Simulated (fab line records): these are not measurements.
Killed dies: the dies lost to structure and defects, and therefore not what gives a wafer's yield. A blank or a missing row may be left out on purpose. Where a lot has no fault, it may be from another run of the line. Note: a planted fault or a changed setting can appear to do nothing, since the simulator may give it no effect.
Code-filled problem report in 8D (eight disciplines) form + flow sky130 + the parts of the form that need people (team, actions taken, sign-off) are left out

1. WHAT IS WRONG
Wafers free of any fault read 1032 nm (standard deviation 11) for VIA1_HDPCVD_THK at SKY_VIA1_THK_MEAS_01, against a mean of 836 nm on 9 wafers of 3 lots. Relative to the usual mean, that is a shift of -18 standard deviations.
Seen first at day 38 20:40 on film metro-01, wafer L692.2. The record has a number at this step for 36 wafers belonging to 12 lots. The rule behind "out" and "out of limits": a value lying over 4 standard deviations away from the usual mean. The other wafers with a number count as sound.

2. WHAT THIS IS AND IS NOT
| question                    | is                           | is not                                                                    |
|-----------------------------|------------------------------|---------------------------------------------------------------------------|
| which readings at this step | VIA1_HDPCVD_THK              | -                                                                         |
| which lots                  | L692, L694, L696             | L677, L678, L679, L680, L681, L685, L686, L695, L697                      |
| which wafers of those lots  | all that have a number       | -                                                                         |
| read on which gauges        | film metro-01, film metro-04 | film metro-03                                                             |
| when                        | from day 38 20:40            | up to then (21 sound wafers); but 6 sound wafers of L695, L697 came after |

3. SUSPECTS, AND WHAT RULES EACH OUT
Counting: a tool stays on the suspect list if, at a process step up to the reading, it processed all lots that are out and no sound lot following the first of them.
- ruled out: the gauge at SKY_VIA1_THK_MEAS_01. Those wafers that are out were read across 2 gauges (film metro-01, film metro-04).
- hdpcvd-02 at SKY_VIA1_HDPCVD_00 (deposits SiO2, target thk 1030 nm, time 171.7 s): kept. All lots that are out passed through it, beginning with L692 at day 38 20:33, and no sound lot followed; its final sound lot before that point was L680 at day 33 12:39. On those wafers its own readings are out: sih4 flow sccm.
Left after counting: hdpcvd-02 at SKY_VIA1_HDPCVD_00.

4. THE CAUSE (what the simulator had put in)
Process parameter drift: hdpcvd-02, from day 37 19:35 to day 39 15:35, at SKY_VIA1_HDPCVD_00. From 60, the setting sih4 flow sccm moved by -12. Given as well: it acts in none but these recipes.
The count eliminated every tool but this one.

5. THE CHAIN OF EFFECTS, in route order
One row per reading whose mean, taken over the struck wafers that have a number, lies over 3 standard deviations from the usual. Only readings for which the record gives a usual standard deviation are gone through. hours: the time from each lot's start at the first step in this table that gives one to its start at this step, as a median over the lots. sigmas: the change in usual standard deviations.
| hours | step                 | reading         | usual      | on struck wafers | change | sigmas |
|-------|----------------------|-----------------|------------|------------------|--------|--------|
| 0     | SKY_VIA1_HDPCVD_00   | sih4 flow sccm  | 60.00 sccm | 48.04            | -11.96 | -75    |
| 0     | SKY_VIA1_THK_MEAS_01 | VIA1_HDPCVD_THK | 1032 nm    | 836              | -196   | -18    |
Its process steps:
- SKY_VIA1_HDPCVD_00: deposits SiO2, target thk 1030 nm, time 171.7 s.

6. HOW IT WOULD HAVE BEEN CAUGHT EARLIER
The first out-of-limits reading at a measuring or inspecting step in this record came at day 38 20:40, 25 hours after the fault's start at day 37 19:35.
At SKY_VIA1_HDPCVD_00, the tool's own readings (sih4 flow sccm) were out on each struck wafer the step has a row for, so an alarm limit on them would have fired on the first such wafer.
Among the 3 lots that are out, L696, L694 began SKY_VIA1_HDPCVD_00 on hdpcvd-02 after day 38 20:40. A hold on the tool at that time would have spared those 2.
